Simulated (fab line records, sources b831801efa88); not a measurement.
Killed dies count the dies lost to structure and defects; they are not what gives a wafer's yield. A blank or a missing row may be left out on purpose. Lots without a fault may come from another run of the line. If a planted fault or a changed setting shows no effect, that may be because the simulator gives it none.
Matching of chambers -- flow gf180mcu -- GF_V1_CMP_04 on cmp-02: 4 sister chambers
The step polishes SiO2. 16 wafers are shown with their chamber, then 7 later ones without.

WAFERS, EACH WITH ITS CHAMBER
wafer,chamber,motor-current-A (A),time-to-endpoint-s (s)
L809.3,0,10.1,71
L809.5,0,10.4,73
L809.6,1,13.2,78
L812.1,3,15.7,72
L812.4,1,13.5,83
L812.5,0,10.6,70
L811.1,1,13.6,74
L811.3,3,15.2,77
L811.4,2,11.3,77
L821.5,2,10.9,77
L822.2,1,14.0,72
L822.3,2,11.1,71
L822.6,2,11.6,79
L824.2,2,11.3,74
L826.3,3,14.9,66
L826.4,2,11.5,76

SIGNATURES, as means of the wafers listed above
reading,chamber 0,chamber 1,chamber 2,chamber 3,scatter within a chamber
motor-current-A,10.367,13.575,11.283,15.267,0.304
time-to-endpoint-s,71.33,76.75,75.67,71.67,3.82
Rule: a wafer's distance from a chamber is the root of the sum, over the readings, of the square of ((its reading less the chamber's mean) divided by the reading's scatter). The wafer belongs to the nearest chamber; if the next one is less than 2 further off, it can't be placed. The scatter is the square root of a quotient: the sum, over the shown wafers, of each reading's squared deviation from its chamber's mean, divided by wafers minus chambers.

WAFERS WITH NO CHAMBER GIVEN
wafer,motor-current-A (A),time-to-endpoint-s (s)
L826.6,11.1,70
L827.1,10.4,70
L827.4,14.8,79
L827.6,11.6,73
L828.2,11.8,70
L828.3,10.2,72
L828.5,11.2,74

CHAMBER TAKEN BY EACH
wafer,from the rows above,in truth
L826.6,can't be placed: 2 or 0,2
L827.1,0,0
L827.4,can't be placed: 3 or 1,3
L827.6,2,2
L828.2,2,2
L828.3,0,0
L828.5,2,2
5 of 7 placed correctly. Unplaceable from these rows: 2, with the true chamber sitting among the candidates in 2. Wrongly placed: 0.
